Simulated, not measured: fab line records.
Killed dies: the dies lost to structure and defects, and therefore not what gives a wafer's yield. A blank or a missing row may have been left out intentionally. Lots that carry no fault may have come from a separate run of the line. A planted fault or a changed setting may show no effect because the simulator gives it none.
Matching of chambers / flow gf180mcu / 3 sister chambers for GF_PASSIVATION_CVD_02 on pecvd-01
The step deposits Si3N4, target thk 700 nm, time 486.18 s. 3 wafers are shown with their chamber, then 7 later ones without.

## WAFERS WITH THEIR CHAMBER
wafer=L730.6; chamber=0; heater_power_outer_w (W)=403
wafer=L739.1; chamber=1; heater_power_outer_w (W)=466
wafer=L739.2; chamber=2; heater_power_outer_w (W)=393

## WAFERS WITH NO CHAMBER GIVEN
wafer=L739.3; heater_power_outer_w (W)=407
wafer=L742.2; heater_power_outer_w (W)=352
wafer=L742.3; heater_power_outer_w (W)=331
wafer=L742.6; heater_power_outer_w (W)=510
wafer=L744.1; heater_power_outer_w (W)=383
wafer=L744.2; heater_power_outer_w (W)=506
wafer=L744.6; heater_power_outer_w (W)=318

## WHICH CHAMBER EACH WENT THROUGH
wafer=L739.3; from the rows above=can't be placed: 0 or 2 or 1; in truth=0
wafer=L742.2; from the rows above=can't be placed: 2 or 0 or 1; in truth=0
wafer=L742.3; from the rows above=can't be placed: 2 or 0 or 1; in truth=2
wafer=L742.6; from the rows above=can't be placed: 1 or 0 or 2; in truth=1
wafer=L744.1; from the rows above=can't be placed: 2 or 0 or 1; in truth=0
wafer=L744.2; from the rows above=can't be placed: 1 or 0 or 2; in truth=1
wafer=L744.6; from the rows above=can't be placed: 2 or 0 or 1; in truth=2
Correct placement for 0 of the 7. Can't be placed from these rows: 7 (the true chamber is among the candidates in 7). Number placed wrongly: 0.
How it was worked out, from the rows above alone: a wafer's distance from a chamber is the root of the sum, over the readings, of the square of ((its reading less the chamber's mean) divided by the reading's scatter). The wafer belongs to the nearest chamber; if the next one is less than 2 further off, it can't be placed. For every chamber, the mean is computed from those of its wafers that are shown. The scatter: with one shown wafer a chamber, the root of the mean of the squares of how far each hidden wafer lies from its nearest shown one.
